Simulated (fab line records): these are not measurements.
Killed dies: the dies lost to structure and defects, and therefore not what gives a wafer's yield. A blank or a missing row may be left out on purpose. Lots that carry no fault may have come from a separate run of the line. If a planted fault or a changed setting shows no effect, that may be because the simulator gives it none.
fab line records    flow sky130
record lots=12  wafers=36  last_day=50
route steps=708 shown VIA1@473 METAL2@484 VIA2@509 PAD_OPEN@708
lots that met no fault: from a run of the same line without faults
start_h: hours from the record's first day to the start of the lot's first wafer shown    wait_h: hours from the lot's prior step to this one    " unchanged from the row above    L1.1+2: several wafers, shown together as one row    - either no value or no given start    * or withheld: withheld    < > ~ a bound
route shown NAME@n: a module of which the file shows steps, and the number in the route of the first    usual: mean and standard deviation over wafers with no fault    same: alike in all rows    chamber/n: place in a boat    sites: per-site readings    _std_site: standard deviation across them    _edge_site: inner sites' mean taken away from outer sites' mean    radius_mm: for every site, how far away it sits from the centre of the wafer    mask NAME#n: copy n    behind: the last tool/chamber to shape the wafer    hold: cause of the lot's hold/its duration in hours/its outcome    device: transistor that didn't switch, given as n, p or np    end of line: tests run on the same wafers once the route is complete    a step given without rows: its recipe and nothing more    killed: not the wafer's yield, but the dies lost to structure and defects at the first sort    map: per-die view of a wafer (x killed, . not killed, _ where there is no die)
set.NAME: the setting as run; set.NAME@STEP: as run at that earlier step    model.NAME: the simulator's own value behind a step, which no gauge read
one table for each step of the route and one row for each wafer, over a sample of lots
services: when a tool's chamber went out of use (start_h, in hours from the record's first day, below 0 if earlier), for how many hours, and the reason
## steps
# step SKY_VIA1_ETCH_15
# recipe target=SiO2  chemistry=C4F8/O2/Ar  target_depth_nm=351  stop_on=TiN  mask_material=KrF-thick  source_w=1500  bias_w=1200  pressure_mtorr=40  c4f8_flow_sccm=withheld  O2_flow_sccm=6  Ar_flow_sccm=300  time_s=54
# usual oes_product_au=0.983/0.0062  rf_fwd_power_W=1486/5.6
lot.wafer  tool         chamber  start_h  wait_h  oes_product_au  rf_fwd_power_W  rf_hours_counter_h
L985.3     rie_diel-04  1        790.94   0.0     0.976           1490            7
L985.5     "            2        "        "       0.978           1476            -
L985.6     "            1        "        "       0.980           1490            -
L986.1     rie_diel-02  3        802.08   0.0     0.983           1484            8
L986.2     "            1        "        "       0.984           1489            9
L986.5     "            1        "        "       0.981           1481            -
L987.2     rie_diel-02  3        805.52   0.0     0.983           1493            8
L987.3     "            1        "        "       0.983           1491            10
L987.6     "            2        "        "       0.976           1490            -
L988.3     rie_diel-04  3        822.73   0.0     0.981           1485            3
L988.5     "            1        "        "       0.973           1492            -
L988.6     "            0        "        "       0.984           1484            -
L990.2     rie_diel-01  3        834.98   0.0     0.994           1488            8
L990.4     "            3        "        "       0.983           1482            -
L990.6     "            0        "        "       0.979           1485            -
L993.2     rie_diel-02  2        873.49   0.0     0.984           1497            15
L993.3     "            0        "        "       0.987           1483            7
L993.4     "            1        "        "       0.986           1491            12
L996.2     rie_diel-04  2        893.27   0.0     0.990           1481            6
L996.4     "            0        "        "       0.984           1487            15
L996.6     "            0        "        "       0.982           1491            -
L998.3     rie_diel-01  0        918.82   0.0     0.976           1482            8
L998.5     "            2        "        "       0.993           1488            -
L998.6     "            3        "        "       0.986           1481            -
L101.2     rie_diel-02  2        928.34   0.0     0.974           1494            17
L101.4     "            3        "        "       0.987           1486            12
L101.5     "            3        "        "       0.977           1485            -
L104.1     rie_diel-01  1        938.79   0.0     0.983           1478            19
L104.2     "            2        "        "       0.985           1483            19
L104.5     "            3        "        "       0.993           1480            -
L106.1     rie_diel-01  1        962.38   0.0     0.982           1476            19
L106.3     "            2        "        "       0.976           1492            20
L106.4     "            0        "        "       0.979           1491            9
L107.1     rie_diel-04  3        976.04   0.0     0.986           1486            7
L107.2     "            2        "        "       0.990           1481            8
L107.5     "            3        "        "       0.984           1484            -
# step SKY_METAL2_SPUTTER_01
# recipe material=TiN  target_thk_nm=20  power_w=6500  time_s=16.7  chamber_pressure_pa=0.4
# usual cathode_dc_power_W=6500.0/1.1  throttle_valve_pct=29.8/1
lot.wafer  tool            chamber  start_h  wait_h  cathode_dc_power_W  throttle_valve_pct
L985.3     pvd_sputter-04  -        792.27   0.0     6499.6              28.9
L985.5     "               -        "        "       6499.3              31.2
L985.6     "               -        "        "       6498.1              30.3
L986.1     pvd_sputter-03  -        803.42   0.0     6501.5              30.2
L986.2     "               -        "        "       6499.3              30.5
L986.5     "               -        "        "       6499.7              30.7
L987.2     pvd_sputter-04  -        806.87   0.0     6500.2              28.4
L987.3     "               -        "        "       6500.8              30.7
L987.6     "               -        "        "       6500.2              30.7
L988.3     pvd_sputter-04  -        824.07   0.0     6500.6              30.9
L988.5     "               -        "        "       6502.7              28.8
L988.6     "               -        "        "       6498.6              28.2
L990.2     pvd_sputter-04  -        836.34   0.0     6498.8              29.0
L990.4     "               -        "        "       6498.7              28.5
L990.6     "               -        "        "       6501.1              30.9
L993.2     pvd_sputter-03  -        874.83   0.0     6501.3              30.5
L993.3     "               -        "        "       6502.4              30.4
L993.4     "               -        "        "       6499.5              28.7
L996.2     pvd_sputter-03  -        894.63   0.0     6500.4              30.3
L996.4     "               -        "        "       6500.5              30.7
L996.6     "               -        "        "       6497.8              28.8
L998.3     pvd_sputter-04  -        920.20   0.0     6500.6              30.4
L998.5     "               -        "        "       6499.7              30.2
L998.6     "               -        "        "       6498.4              30.8
L101.2     pvd_sputter-03  -        929.99   0.0     6500.7              28.2
L101.4     "               -        "        "       6498.7              30.3
L101.5     "               -        "        "       6499.2              28.3
L104.1     pvd_sputter-01  -        940.10   0.0     6500.8              29.7
L104.2     "               -        "        "       6498.8              30.2
L104.5     "               -        "        "       6499.8              30.6
L106.1     pvd_sputter-01  -        963.67   0.0     6503.6              29.7
L106.3     "               -        "        "       6499.9              29.6
L106.4     "               -        "        "       6500.8              31.5
L107.1     pvd_sputter-01  -        977.37   0.0     6501.9              30.7
L107.2     "               -        "        "       6500.2              29.7
L107.5     "               -        "        "       6499.0              31.5
# step SKY_METAL2_COAT_10
# recipe resist=KrF-thick  spin_rpm=3000  resist_thk_nm=450
# usual spin_speed_rpm=2999.9/1.8
lot.wafer  tool            chamber  start_h  wait_h  spin_speed_rpm
L985.3     litho_track-03  0        805      -       2998.4
L985.5     "               0        "        "       3000.5
L985.6     "               0        "        "       2999.0
L986.1     litho_track-03  0        816      -       2999.7
L986.2     "               0        "        "       2998.4
L986.5     "               0        "        "       3001.5
L987.2     litho_track-03  0        819      -       2864.4
L987.3     "               0        "        "       2865.3
L987.6     "               0        "        "       2863.3
L988.3     litho_track-04  0        837      -       3003.2
L988.5     "               0        "        "       3000.3
L988.6     "               0        "        "       3000.5
L990.2     litho_track-03  0        849      -       2866.0
L990.4     "               0        "        "       2862.2
L990.6     "               0        "        "       2867.6
L993.2     litho_track-02  0        887      -       2997.0
L993.3     "               0        "        "       3000.7
L993.4     "               0        "        "       3001.4
L996.2     litho_track-04  0        907      -       2998.4
L996.4     "               0        "        "       3001.7
L996.6     "               0        908      -       3000.3
L998.3     litho_track-03  0        933      -       2997.1
L998.5     "               0        "        "       2995.9
L998.6     "               0        "        "       2997.7
L101.2     litho_track-03  0        941      -       3000.6
L101.4     "               0        942      -       3002.3
L101.5     "               0        "        "       2998.1
L104.1     litho_track-02  0        952      -       3000.3
L104.2     "               0        "        "       3000.4
L104.5     "               0        "        "       2997.9
L106.1     litho_track-04  0        975      -       2996.7
L106.3     "               0        "        "       2998.3
L106.4     "               0        "        "       2999.7
L107.1     litho_track-04  0        988      -       3000.0
L107.2     "               0        "        "       2998.5
L107.5     "               0        "        "       2996.7
# step SKY_VIA2_CMP_02
# recipe material=SiO2  down_force_psi=4  platen_rpm=60  pad_velocity_m_s=0.94248
# usual motor_current_A=12.2/1.2
lot.wafer  tool    chamber  start_h  wait_h  motor_current_A
L985.3     cmp-01  3        819.81   0.2     12.0
L985.6     "       0        "        "       11.4
L985.5     "       1        "        "       13.1
L986.1     cmp-01  0        831.30   0.1     11.3
L986.2     "       3        "        "       12.1
L986.5     "       0        "        "       12.0
L987.3     cmp-02  2        834.45   0.1     13.2
L987.2     "       3        "        "       10.9
L987.6     "       2        "        "       12.9
L988.3     cmp-02  1        851.80   0.1     10.9
L988.5     "       3        "        "       10.0
L988.6     "       0        "        "       13.5
L990.2     cmp-02  1        863.78   0.1     10.4
L990.4     "       2        "        "       12.9
L990.6     "       3        "        "       11.1
L993.2     cmp-02  3        901.93   0.0     10.4
L993.4     "       0        "        "       12.7
L993.3     "       2        "        "       12.2
L996.4     cmp-02  3        921.41   0.1     10.6
L996.2     "       0        "        "       13.6
L996.6     "       2        "        "       12.8
L998.3     cmp-02  0        946.62   0.1     12.6
L998.6     "       3        "        "       10.5
L998.5     "       0        "        "       13.4
L101.4     cmp-01  3        955.82   0.0     12.1
L101.2     "       2        "        "       14.0
L101.5     "       0        "        "       11.6
L104.1     cmp-02  1        965.03   0.1     10.2
L104.2     "       3        "        "       10.5
L104.5     "       1        "        "       10.8
L106.1     cmp-01  3        988.63   0.1     12.1
L106.3     "       0        "        "       11.7
L106.4     "       2        "        "       14.1
L107.1     cmp-02  0        1000.80  0.1     13.5
L107.2     "       2        "        "       12.9
L107.5     "       3        "        "       10.5
# step SKY_PAD_OPEN_PROBE_99
# usual defect_limited_yield=82.3/1.9  killed_at_M0_to_M3=44/7.6  killed_at_M4_up=3.2/1.7  killed_at_contacts=24/5.7  killed_at_front_end=16/3.9  killed_at_other=0.2/0.45  killed_dies=87/9.5  killed_open=47/6.9  killed_short=40/5.8  sort_bin_3_pad_short=0.9/0.4  sort_bin_5_function=10.4/1.4  sort_bin_6_memory=6.4/1.1  sort_n_pass=405/9.5  sort_yield_pct=82.3/1.9
# same gross_dies=492  killed_at_back_side=0  sort_bin_4_leakage[%]=0  sort_bin_8_speed[%]=0
lot.wafer  tool       chamber  start_h  wait_h  defect_limited_yield[%]  killed_at_M0_to_M3  killed_at_M4_up  killed_at_contacts  killed_at_front_end  killed_at_other  killed_dies  killed_open  killed_short  sort_bin_3_pad_short[%]  sort_bin_5_function[%]  sort_bin_6_memory[%]  sort_n_pass  sort_yield_pct[%]
L985.3     prober-02  -        1073.66  0.2     81.9                     41                  5                30                  13                   0                89           45           44            0.8                      10.6                    6.7                   403          81.9
L985.5     prober-02  -        1073.76  0.2     83.3                     37                  5                27                  13                   0                82           45           37            1.4                      8.5                     6.7                   410          83.3
L985.6     prober-02  -        1073.81  0.2     83.5                     38                  1                16                  26                   0                81           45           36            0.6                      9.8                     6.1                   411          83.5
L993.2     prober-02  -        1130.10  0.1     83.5                     39                  2                20                  19                   1                81           45           36            1.0                      10.4                    5.1                   411          83.5
L993.3     prober-02  -        1130.15  0.2     80.7                     42                  3                35                  15                   0                95           52           43            0.8                      10.6                    7.9                   397          80.7
L993.4     prober-02  -        1130.20  0.2     82.7                     42                  6                23                  13                   1                85           42           43            1.0                      8.3                     7.9                   407          82.7
L996.2     prober-01  -        1146.23  0.1     84.8                     38                  2                14                  21                   0                75           37           38            1.2                      8.9                     5.1                   417          84.8
L996.4     prober-01  -        1146.33  0.2     85.8                     33                  6                17                  14                   0                70           34           36            0.6                      7.9                     5.7                   422          85.8
L996.6     prober-01  -        1146.43  0.2     81.3                     43                  3                30                  16                   0                92           50           42            0.4                      11.2                    7.1                   400          81.3
L998.3     prober-01  -        1174.26  0.2     83.1                     50                  3                22                  8                    0                83           43           40            0.4                      9.3                     7.1                   409          83.1
L998.5     prober-01  -        1174.36  0.2     82.9                     38                  5                26                  15                   0                84           42           42            1.0                      9.1                     6.9                   408          82.9
L998.6     prober-01  -        1174.41  0.2     78.9                     58                  2                27                  17                   0                104          66           38            0.6                      12.6                    7.9                   388          78.9
L101.2     prober-02  -        1176.42  0.1     82.5                     43                  4                16                  22                   1                86           45           41            0.2                      9.6                     7.7                   406          82.5
L101.4     prober-02  -        1176.52  0.2     80.3                     52                  6                26                  13                   0                97           50           47            0.6                      12.6                    6.5                   395          80.3
L101.5     prober-02  -        1176.57  0.2     81.5                     51                  4                24                  12                   0                91           52           39            0.8                      11.2                    6.5                   401          81.5
# killed by level:class
L985.3 CONTACT:geometric_particle:open=10 VIA1:geometric_particle:open=10 LI_CONTACT:geometric_particle:open=8 CONTACT:geometric_particle:short=7 METAL1:geometric_particle:short=6 SPACER:geometric_particle:open=5 VIA1:geometric_particle:short=5 METAL4:geometric_particle:short=5
L985.5 LI_CONTACT:geometric_particle:open=9 CONTACT:geometric_particle:open=8 VIA1:geometric_particle:open=8 FIELD_ISO:geometric_particle:short=5 VIA2:geometric_particle:open=5 LOCAL_INTERCONNECT:geometric_particle:short=4 CONTACT:geometric_particle:short=4 METAL1:geometric_particle:short=4
L985.6 FIELD_ISO:geometric_particle:open=7 CONTACT:geometric_particle:open=6 VIA2:geometric_particle:open=6 VIA1:geometric_particle:open=5 POLY_GATE:geometric_particle:open=5 CONTACT:geometric_particle:short=5 METAL2:geometric_particle:short=5 VIA3:geometric_particle:short=5
L993.2 METAL1:geometric_particle:short=9 VIA1:geometric_particle:open=8 VIA2:geometric_particle:open=6 LI_CONTACT:geometric_particle:open=5 CONTACT:geometric_particle:open=5 VIA3:geometric_particle:open=5 FIELD_ISO:geometric_particle:short=4 LI_CONTACT:geometric_particle:short=4
L993.3 CONTACT:geometric_particle:open=15 METAL1:geometric_particle:short=7 LI_CONTACT:geometric_particle:open=7 VIA3:geometric_particle:open=7 METAL2:geometric_particle:short=6 POLY_GATE:geometric_particle:open=5 VIA1:geometric_particle:short=5 CONTACT:geometric_particle:short=5
L993.4 CONTACT:geometric_particle:short=8 VIA1:geometric_particle:open=8 CONTACT:geometric_particle:open=7 METAL2:geometric_particle:short=7 VIA3:geometric_particle:open=6 VIA2:geometric_particle:short=5 METAL4:geometric_particle:short=5 FIELD_ISO:geometric_particle:open=4
L996.2 VIA1:geometric_particle:open=10 CONTACT:geometric_particle:open=8 POLY_GATE:geometric_particle:open=5 VIA1:geometric_particle:short=5 VIA3:geometric_particle:open=5 FIELD_ISO:geometric_particle:short=4 FIELD_ISO:geometric_particle:open=4 POLY_GATE:geometric_particle:short=4
L996.4 VIA2:geometric_particle:open=10 CONTACT:geometric_particle:open=9 METAL4:geometric_particle:short=5 METAL3:geometric_particle:short=5 FIELD_ISO:geometric_particle:short=4 METAL1:geometric_particle:short=4 CONTACT:geometric_particle:short=4 VIA1:geometric_particle:short=4
L996.6 VIA1:geometric_particle:open=10 LOCAL_INTERCONNECT:geometric_particle:short=9 LI_CONTACT:geometric_particle:open=8 CONTACT:geometric_particle:open=8 METAL2:geometric_particle:short=5 VIA3:geometric_particle:open=5 FIELD_ISO:geometric_particle:open=4 CONTACT:geometric_particle:short=4
L998.3 VIA1:geometric_particle:open=11 METAL2:geometric_particle:short=10 CONTACT:geometric_particle:open=8 VIA3:geometric_particle:open=6 VIA2:geometric_particle:open=6 METAL1:geometric_particle:short=6 VIA1:geometric_particle:short=5 LI_CONTACT:geometric_particle:short=4
L998.5 VIA1:geometric_particle:open=9 FIELD_ISO:geometric_particle:short=6 CONTACT:geometric_particle:open=6 LOCAL_INTERCONNECT:geometric_particle:short=6 FIELD_ISO:geometric_particle:open=5 LI_CONTACT:geometric_particle:open=5 CONTACT:geometric_particle:short=5 VIA2:geometric_particle:open=5
L998.6 VIA3:geometric_particle:open=14 VIA1:geometric_particle:open=14 CONTACT:geometric_particle:open=9 FIELD_ISO:geometric_particle:open=6 VIA2:geometric_particle:open=6 LI_CONTACT:geometric_particle:open=5 LOCAL_INTERCONNECT:geometric_particle:short=5 VIA2:geometric_particle:short=5
L101.2 VIA2:geometric_particle:open=9 FIELD_ISO:geometric_particle:short=8 POLY_GATE:geometric_particle:open=8 VIA1:geometric_particle:open=7 CONTACT:geometric_particle:open=5 METAL2:geometric_particle:short=5 VIA3:geometric_particle:open=5 LI_CONTACT:geometric_particle:open=4
L101.4 VIA3:geometric_particle:open=9 LI_CONTACT:geometric_particle:open=8 CONTACT:geometric_particle:open=8 VIA1:geometric_particle:short=8 VIA1:geometric_particle:open=8 CONTACT:geometric_particle:short=7 METAL1:geometric_particle:short=6 VIA3:geometric_particle:short=6
L101.5 VIA3:geometric_particle:open=17 CONTACT:geometric_particle:open=11 VIA3:geometric_particle:short=7 CONTACT:geometric_particle:short=6 VIA1:geometric_particle:open=6 METAL1:geometric_particle:short=5 POLY_GATE:geometric_particle:short=4 METAL2:geometric_particle:short=4
## services
tool            chamber  start_h  hours  kind
cmp-02          -        768.45   0.9    repair
rie_diel-02     -        772.53   3.1    repair
pvd_sputter-01  -        785.73   0.7    repair
rie_diel-04     0        812.70   7.5    repair
rie_diel-01     1        833.97   6.7    repair
cmp-01          -        834.46   2.1    repair
pvd_sputter-01  -        836.39   6.2    repair
cmp-02          -        842.96   2.3    repair
rie_diel-04     2        844.01   2.8    repair
pvd_sputter-04  -        890.21   0.9    repair
pvd_sputter-04  -        890.26   5.2    repair
pvd_sputter-04  -        894.11   5.4    repair
cmp-02          -        908.45   4.9    repair
cmp-02          -        913.36   4.0    pm
cmp-02          -        917.36   -      consumable_replace:conditioner
cmp-02          -        917.36   -      consumable_replace:pad
cmp-01          -        922.08   0.5    repair
cmp-02          -        923.62   8.3    pm
rie_diel-04     3        924.97   5.6    repair
rie_diel-02     -        929.36   4.3    pm
pvd_sputter-04  -        971.67   4.9    repair
pvd_sputter-01  -        979.70   3.2    repair
rie_diel-04     2        986.86   9.6    repair
pvd_sputter-03  -        989.26   21.2   repair
## key
first_sign step=SKY_METAL2_COAT_10  reading=spin_speed_rpm  direction=down  sigmas=75  usual=2999.9  struck=2864.8
effect none on later readings
met_at SKY_METAL2_COAT_10
struck_lots L987,L990
not_acting_at SKY_VIA1_ETCH_15,SKY_METAL2_SPUTTER_01,SKY_VIA2_CMP_02
onset_between 816 819
fault kind=process_parameter_drift  tool=litho_track-03  chamber=-  onset_h=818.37  steps=SKY_METAL2_COAT_10  channel=spin_rpm  offset=-135.02  shape=step  end_h=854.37  acts_in=these_recipes_only  stated=3000
